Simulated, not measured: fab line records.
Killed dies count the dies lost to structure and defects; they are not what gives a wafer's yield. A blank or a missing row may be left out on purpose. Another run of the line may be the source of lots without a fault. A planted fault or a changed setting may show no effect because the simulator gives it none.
Which tool is to blame? | flow sfqLine | 7 lots, 21 wafers sampled, at 4 steps of a route of 325

## WHAT THE GAUGES SHOWED, per wafer
SFQ_R5_RS_MEAS_933: uses a four-point probe to measure.
lot  | measured     | on           | R5_MONX_RS (ohm/sq)
L473 | day 44 18:11 | filmMetro-01 | 7.16 7.04 7.10
L478 | day 46 06:19 | filmMetro-01 | 6.96 7.17 7.04
L480 | day 48 07:38 | filmMetro-02 | 7.22 7.02 7.13
L484 | day 52 03:19 | filmMetro-02 | 7.09 7.08 7.05
L487 | day 53 11:36 | filmMetro-02 | 6.96 6.91 6.90
L489 | day 56 15:12 | filmMetro-01 | 6.98 6.95 7.00
L493 | day 58 19:14 | filmMetro-02 | 7.07 7.06 7.03

## WHICH TOOL RAN EACH LOT (tool, then ch and the chambers of the sampled wafers, then the start)
lot  | SFQ_TRILAYER_M1_STRIP_STRIP_043  | SFQ_TRILAYER_M5_BARC_OPEN_METAL_ETCH_161 | SFQ_TRILAYER_M5_ETCH_METAL_ETCH_126
L473 | rieMetal-04 ch 0,1, day 13 19:18 | rieMetal-03 ch 0,1, day 44 08:05         | rieMetal-03 ch 0,1, day 44 08:08
L478 | rieMetal-02 ch 0,1, day 15 06:23 | rieMetal-02 ch 0,1, day 46 00:01         | rieMetal-02 ch 0,1, day 46 00:07
L480 | rieMetal-04 ch 1, day 16 04:59   | rieMetal-03 ch 0, day 47 12:35           | rieMetal-03 ch 0, day 47 12:38
L484 | rieMetal-04 ch 0,1, day 18 03:54 | rieMetal-01 ch 0,1, day 51 16:04         | rieMetal-01 ch 0,1, day 51 16:08
L487 | rieMetal-02 ch 0,1, day 18 19:02 | rieMetal-03 ch 0,1, day 53 05:39         | rieMetal-03 ch 0,1, day 53 05:43
L489 | rieMetal-02 ch 0,1, day 19 16:38 | rieMetal-03 ch 0,1, day 56 09:46         | rieMetal-03 ch 0,1, day 56 09:50
L493 | rieMetal-04 ch 0,1, day 21 03:26 | rieMetal-02 ch 0,1, day 58 13:49         | rieMetal-02 ch 0,1, day 58 13:53
- SFQ_TRILAYER_M1_STRIP_STRIP_043: strips in O2.
- SFQ_TRILAYER_M5_BARC_OPEN_METAL_ETCH_161: etches BARC in O2, target depth 125 nm, time 41.7 s.
- SFQ_TRILAYER_M5_ETCH_METAL_ETCH_126: etches Nb in Cl2/BCl3, stops on SiO2, time 203.2 s, target depth 265 nm.

## THE ANSWER, worked out from the rows above alone
Rule: usual is defined by the lots themselves. Put in order of their means at a reading, lots are off if they are a third of the lots or fewer, leave a main group of 4 or more, and stand apart from it by a gap of 3 or more times the standard deviation of the main group's means; of several such gaps the widest counts. A main group is skipped when, at the precision printed for the reading in the tables above, its means are all equal. A lot without any number at a reading at which 4 lots or more have one is off too. All remaining lots with rows at the step are treated as sound.
Across all readings shown, no lot is off: no conclusion can be drawn from this.

## WHAT THE SIMULATOR HAD PUT IN
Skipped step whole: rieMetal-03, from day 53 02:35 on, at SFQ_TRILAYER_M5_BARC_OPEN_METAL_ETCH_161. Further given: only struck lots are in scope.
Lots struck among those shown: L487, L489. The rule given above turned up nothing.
